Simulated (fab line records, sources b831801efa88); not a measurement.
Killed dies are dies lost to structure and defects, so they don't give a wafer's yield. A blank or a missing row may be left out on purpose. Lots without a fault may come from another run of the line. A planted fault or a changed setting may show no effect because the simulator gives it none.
A struck lot beside a sound one | flow sky130 | 15 steps out of a route of 708
Sound: wafers L236.1, L236.3, L236.4. Struck: wafers L240.1, L240.2, L240.5. The cause comes at the end.
At each step with rows: each side's tool, then ch and its chambers, then its first start. Under that, the readings that differ: sound wafers | struck wafers | difference of the means | sigmas: that difference in standard deviations of wafers without a fault.
alike: readings whose means differ by less than 2 such deviations, and words and numbers that are the same on both sides. not compared: withheld readings, readings that some wafer has no value for, bounds like >300 that may hide the same value, and numbers for which the record gives no deviation and whose values overlap.
The two part at a step that has a row with sigmas, a row that says differs or no value, or rows on one side only. Numbers that don't overlap but have no deviation are shown without sigmas and don't part them. A reading that every wafer of one side lacks parts them only if that side has two wafers or more.

first, 5 steps without rows for these wafers: SKY_GATE_OXIDE_COAT_05 (resist thk 1140 nm); SKY_GATE_OXIDE_SOFTBAKE_06 (time 60 s); SKY_GATE_OXIDE_EXPOSE_07 (exposes mask LVOM, target cd 600 nm); SKY_GATE_OXIDE_PEB_08; SKY_GATE_OXIDE_DEVELOP_09 (develop time 60 s).
SKY_GATE_OXIDE_OVL_MEAS_10:
  sound on overlay-02, day 16 08:58; struck on overlay-02, day 17 11:17
  reading             | sound       | struck       | difference | sigmas
  GATE_OXIDE_OVL (nm) | 2.7 2.3 3.4 | 0.6 -1.7 0.5 | -3.0       | -2
then, 2 steps without rows for these wafers: SKY_GATE_OXIDE_IMPLANT_11; SKY_GATE_OXIDE_WET_ETCH_12 (etches SiO2 in dHF, target depth 16.8 nm, time 336 s).
SKY_GATE_OXIDE_STRIP_13: strips in O2/N2.
  sound on plasma_asher-04 ch 0,1, day 16 09:15; struck on plasma_asher-01 ch 0,1, day 17 11:34
  reading                      | sound             | struck            | difference | sigmas
  strip_time_to_endpoint_s (s) | 14.18 14.16 14.15 | 14.24 14.25 14.29 | +0.10      | +3
  alike: drypump_motor_current_A, o2_flow_sccm, oes_product_au
  not compared: rf_hours_counter_h
SKY_GATE_OXIDE_TW_MEAS_14:
  sound on film_metro-02, day 16 09:21; struck on film_metro-03, day 17 11:40
  reading       | sound             | struck            | difference | sigmas
  GATE_OXIDE_TW | 221.5 222.0 222.2 | 226.9 227.9 226.5 | +5.2       | +3
then, 2 steps without rows for these wafers: SKY_GATE_OXIDE_CLEAN_15 (cleans in SC1/SC2, time 150 s); SKY_GATE_OXIDE_OXIDATION_16 (stabilise 600 s, purge 300 s, target thk 3.57 nm).
SKY_POLY_GATE_CVD_00: deposits poly-Si, target thk 180 nm, time 720 s.
  sound on lpcvd-01 ch 1, day 16 10:59; struck on lpcvd-01 ch 0, day 17 13:30
  reading                                       | sound                | struck               | difference | sigmas
  spike_tc_bottom_C (C)                         | 643.0 643.2 641.9    | 612.8 612.5 612.9    | -30.0      | -23
  spike_tc_centre_C (C)                         | 621.1 621.8 622.1    | 590.3 591.8 591.6    | -30.4      | -22
  spike_tc_lower_C (C)                          | 621.1 622.2 620.5    | 590.3 592.3 591.0    | -30.1      | -25
  spike_tc_top_C (C)                            | 639.6 639.8 638.7    | 613.3 614.7 614.3    | -25.3      | -14
  spike_tc_upper_C (C)                          | 620.9 619.8 619.9    | 591.5 592.0 591.3    | -28.6      | -29
  susceptor_temp_C (C)                          | 620.14 620.04 619.88 | 591.15 591.23 591.37 | -28.77     | -99 or more
  zone_power_lower_pct (%)                      | 10.3 10.3 10.2       | 7.0 7.2 7.2          | -3.1       | -3
  zone_power_upper_pct (%)                      | 8.88 8.96 9.10       | 8.33 8.23 8.24       | -0.71      | -8
  model.poly-Si_of_POLY_GATE_CVD_00.thk_nm (nm) | 182 182.1 182.4      | 91.83 91.44 90.8     | -90.81     |
SKY_POLY_GATE_THK_MEAS_01:
  sound on film_metro-01, day 16 12:11; struck on film_metro-01, day 17 14:56
  reading                   | sound             | struck         | difference | sigmas
  POLY_GATE_CVD_00_THK (nm) | 181.8 182.2 182.5 | 92.0 91.4 90.9 | -90.7      | -57
  not compared: hold
SKY_PAD_OPEN_PROBE_99:
  the record has rows for the sound wafers here (prober-02, day 47 17:43) and none for the struck ones

WHERE THEY PART
First at SKY_GATE_OXIDE_OVL_MEAS_10; last, within this record, at SKY_PAD_OPEN_PROBE_99.

WHY: what the simulator had put in
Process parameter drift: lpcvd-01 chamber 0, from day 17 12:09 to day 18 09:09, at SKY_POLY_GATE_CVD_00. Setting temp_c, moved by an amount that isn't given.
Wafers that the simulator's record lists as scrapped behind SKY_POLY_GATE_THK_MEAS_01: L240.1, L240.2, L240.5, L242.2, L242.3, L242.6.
